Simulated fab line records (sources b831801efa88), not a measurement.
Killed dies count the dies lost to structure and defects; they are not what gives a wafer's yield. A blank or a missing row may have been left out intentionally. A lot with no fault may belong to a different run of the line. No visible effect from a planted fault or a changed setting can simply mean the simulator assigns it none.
8D (eight disciplines) problem report, filled in by code / flow sky130 / the parts of the form that need people (team, actions taken, sign-off) are left out

1. THE ISSUE
Wafers free of any fault read 68.47 ohm/sq (standard deviation 0.1) for SD_N_RS at SKY_SD_N_RS_MEAS_16, against a mean of 66.81 ohm/sq on 6 wafers of 2 lots. Measured from the usual mean, that is -17 standard deviations.
The step: measures by four-point-probe.
The first sign was on wafer L793.3 at day 33 22:04, on film_metro-02. Wafers with a number at this step in the record: 33, from 11 lots. Rule for "out" (also "out of limits"): further than 4 standard deviations from the usual mean. Any other wafer with a number is counted as sound.

2. WHAT IT IS; WHAT IT IS NOT
question=which readings at this step | is=SD_N_RS | is not=-
question=which lots | is=L793, L794 | is not=L779, L781, L782, L786, L787, L789, L792, L796, L798
question=which wafers of those lots | is=all that have a number | is not=-
question=read on which gauges | is=film_metro-02 | is not=film_metro-01, film_metro-03
question=when | is=from day 33 22:04 | is not=up to then (21 sound wafers); but 6 sound wafers of L796, L798 came after

3. WHAT RULES OUT EACH SUSPECT
Counting: a tool at any process step up to the reading remains a suspect when it ran all the lots that are out and ran no sound lot after the first of those.
- the gauge at SKY_SD_N_RS_MEAS_16: ruled out. All the wafers that are out were read on film_metro-02, but those of them that SKY_SD_N_IMPLANT_09 has rows for are out there too, on other tools.
- plasma_asher-04 at SKY_LDD_LDN_STRIP_12 (strips in O2/N2): kept. All lots that are out passed through it, beginning with L793 at day 29 06:16, and no sound lot followed; its final sound lot before that point was L789 at day 28 02:43.
- plasma_asher-04 at SKY_RES_XHIGH_STRIP_08 (strips in O2/N2): kept. All lots that are out passed through it, beginning with L793 at day 32 18:47, and no sound lot followed; its final sound lot before that point was L786 at day 30 16:05.
- implanter-01 at SKY_SD_N_IMPLANT_09: kept. All lots that are out passed through it, beginning with L793 at day 33 21:24, and no sound lot followed; its final sound lot before that point was L792 at day 33 19:19. On those wafers its own readings are out: beam_energy_keV.
plasma_asher-04 at SKY_LDD_LDN_STRIP_12, plasma_asher-04 at SKY_RES_XHIGH_STRIP_08 and implanter-01 at SKY_SD_N_IMPLANT_09 are what is left after counting.

4. THE CAUSE (what the simulator had put in)
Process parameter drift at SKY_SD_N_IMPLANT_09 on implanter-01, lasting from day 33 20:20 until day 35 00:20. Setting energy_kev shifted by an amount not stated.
Of the 3 suspects that counting leaves, this tool is one.

5. THE CHAIN OF EFFECTS, in route order
Each row: a reading whose mean over the struck wafers that have a number lies more than 3 standard deviations from the usual. Only readings whose record carries a usual standard deviation are examined. hours: median over the lots of the time between each lot's start at the first step of this table that gives one and its start at this step. sigmas: the change, counted in usual standard deviations.
hours=0; step=SKY_SD_N_IMPLANT_09; reading=beam_energy_keV; usual=50.000; on struck wafers=52.326; change=+2.326; sigmas=+99 or more
hours=0; step=SKY_SD_N_STRIP_11; reading=strip_time_to_endpoint_s; usual=22.56 s; on struck wafers=22.98; change=+0.42; sigmas=+9.7
hours=1; step=SKY_SD_N_RS_MEAS_16; reading=SD_N_RS; usual=68.47 ohm/sq; on struck wafers=66.81; change=-1.66; sigmas=-17
Process steps it contains:
- SKY_SD_N_IMPLANT_09
- SKY_SD_N_STRIP_11: strips in O2/N2.

6. HOW IT WOULD HAVE BEEN CAUGHT EARLIER
In this record the first reading out of limits at a measuring or inspecting step was taken at day 33 22:04, 2 hours after the fault began at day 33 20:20.
Tool's own readings at SKY_SD_N_IMPLANT_09, beam_energy_keV: out on all struck wafers the step has rows for; an alarm limit on them would have tripped on the first.
L794, from the lots that are out (2), started SKY_SD_N_IMPLANT_09 on implanter-01 later than day 33 22:04. A tool hold placed at that time would have kept it from harm.
